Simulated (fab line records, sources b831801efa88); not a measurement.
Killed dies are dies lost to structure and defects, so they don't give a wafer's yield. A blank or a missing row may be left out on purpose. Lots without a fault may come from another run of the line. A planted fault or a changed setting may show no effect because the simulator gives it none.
Which tool did it? | flow gf180mcu | 12 lots, 36 wafers sampled, at 4 steps of a route of 602

WHAT THE GAUGES READ, wafer by wafer
GF_V1_CD_MEAS_14: target cd 260 nm.
lot  | measured     | on        | cd_nm (nm)
L512 | day 18 01:53 | cd_sem-02 | 259.8 259.0 260.7
L513 | day 18 09:13 | cd_sem-02 | 260.0 259.6 259.1
L514 | day 18 22:01 | cd_sem-01 | 260.2 259.8 260.8
L515 | day 19 04:43 | cd_sem-01 | 260.0 260.2 260.2
L517 | day 20 03:53 | cd_sem-01 | 257.4 258.7 258.3
L518 | day 20 08:43 | cd_sem-01 | 258.5 260.5 260.2
L522 | day 21 23:49 | cd_sem-02 | 261.9 260.0 260.5
L523 | day 22 09:23 | cd_sem-01 | 260.7 261.9 260.5
L527 | day 23 12:21 | cd_sem-02 | 265.0 265.9 266.2
L531 | day 24 20:42 | cd_sem-02 | 259.1 258.6 258.8
L535 | day 25 23:53 | cd_sem-02 | 260.5 261.5 259.3
L534 | day 26 03:35 | cd_sem-01 | 259.7 259.6 259.8

GF_V1_OVL_MEAS_15.
lot  | measured     | on         | V1_OVL (nm)
L512 | day 18 01:58 | overlay-02 | 1 -6 1
L513 | day 18 09:20 | overlay-02 | 4 -1 7
L514 | day 18 22:07 | overlay-01 | -3 -4 -7
L515 | day 19 04:49 | overlay-01 | -2 -3 -8
L517 | day 20 04:00 | overlay-01 | 0 4 -1
L518 | day 20 08:49 | overlay-01 | 0 -4 2
L522 | day 21 23:54 | overlay-01 | 9 10 1
L523 | day 22 09:30 | overlay-02 | -4 -3 4
L527 | day 23 12:28 | overlay-02 | -12 -6 -11
L531 | day 24 20:49 | overlay-01 | 9 8 8
L535 | day 26 00:00 | overlay-02 | -1 -1 -3
L534 | day 26 03:42 | overlay-01 | 4 6 -1

GF_M3_THK_MEAS_06: measures by xrf.
lot  | measured     | on            | M3_ALCU_THK (nm)
L512 | day 20 07:13 | film_metro-04 | 457 459 454
L513 | day 20 15:32 | film_metro-04 | 454 452 460
L514 | day 21 03:32 | film_metro-03 | 452 454 449
L515 | day 21 09:08 | film_metro-03 | 460 459 462
L517 | day 22 08:52 | film_metro-01 | 456 450 448
L518 | day 22 13:08 | film_metro-01 | 453 454 454
L522 | day 24 01:52 | film_metro-01 | 460 458 459
L523 | day 24 11:29 | film_metro-04 | 468 466 469
L527 | day 25 12:18 | film_metro-04 | 459 457 457
L531 | day 26 20:30 | film_metro-04 | 466 465 463
L535 | day 27 21:32 | film_metro-01 | 453 457 456
L534 | day 28 00:35 | film_metro-03 | 453 445 449

WHICH TOOL RAN EACH LOT (tool, then ch and the chambers of the sampled wafers, then the start)
lot  | GF_V1_CVD_02
L512 | pecvd-04 ch 0,1, day 17 01:34
L513 | pecvd-01 ch 0,1,2, day 17 09:12
L514 | pecvd-02 ch 0,1,2, day 17 22:05
L515 | pecvd-04 ch 0,1,2, day 18 04:30
L517 | pecvd-02 ch 0,2, day 19 02:43
L518 | pecvd-02 ch 0,1, day 19 07:53
L522 | pecvd-01 ch 0,2, day 21 00:13
L523 | pecvd-01 ch 0,1, day 21 08:54
L527 | pecvd-02 ch 1,2, day 22 13:13
L531 | pecvd-04 ch 0,2, day 23 22:55
L535 | pecvd-01 ch 0,2, day 25 02:19
L534 | pecvd-01 ch 1,2, day 25 06:06
- GF_V1_CVD_02: deposits SiO2 from TEOS, target thk 850 nm, time 94.851 s.

WHAT THE TOOLS THEMSELVES READ (means of the sampled wafers that have a number; where no wafer has one, the mark that the record gives instead)
GF_V1_CVD_02.
lot  | tool     | heater_power_w (W)
L512 | pecvd-04 | 760
L513 | pecvd-01 | 614
L514 | pecvd-02 | 668
L515 | pecvd-04 | 791
L517 | pecvd-02 | 692
L518 | pecvd-02 | 774
L522 | pecvd-01 | 618
L523 | pecvd-01 | 550
L527 | pecvd-02 | 697
L531 | pecvd-04 | 717
L535 | pecvd-01 | 615
L534 | pecvd-01 | 587

THE ANSWER, worked out from the rows above alone
Rule: what is usual is taken from the lots themselves. Put in order of their means at a reading, lots are off if they are a third of the lots or fewer, leave a main group of 4 or more, and stand apart from it by a gap of 3 or more times the standard deviation of the main group's means; of several such gaps the widest counts. A main group whose means are all the same, to the digits that the tables above print for the reading, isn't used. A lot without any number at a reading at which 4 lots or more have one is off too. The other lots that the step has rows for count as sound. The gauges are gone through in route order, then the tools' own readings, and for those a lot's mean is taken as printed above. The first step at which some lot is off is used, and at that step the reading that is off furthest; a lot without a number counts as furthest.
Off: L527, at GF_V1_CD_MEAS_14 (cd_nm). The main group: mean 259.9 nm, standard deviation 0.8.
A tool fits if, at a process step before that reading, it ran every lot that is off, and no sound lot after the first of them. The gauges at GF_V1_CD_MEAS_14 are tried like those tools. One fits: pecvd-02 at GF_V1_CVD_02. Its last sound lot is L518 (day 19 07:53), its first lot that is off L527 (day 22 13:13): a fault that began between those two fits.

WHAT THE SIMULATOR HAD PUT IN
Process parameter drift: pecvd-02, from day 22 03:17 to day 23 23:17, at GF_V1_CVD_02. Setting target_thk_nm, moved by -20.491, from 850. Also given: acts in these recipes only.
Lots struck among those shown: L527. The rule above found the same.
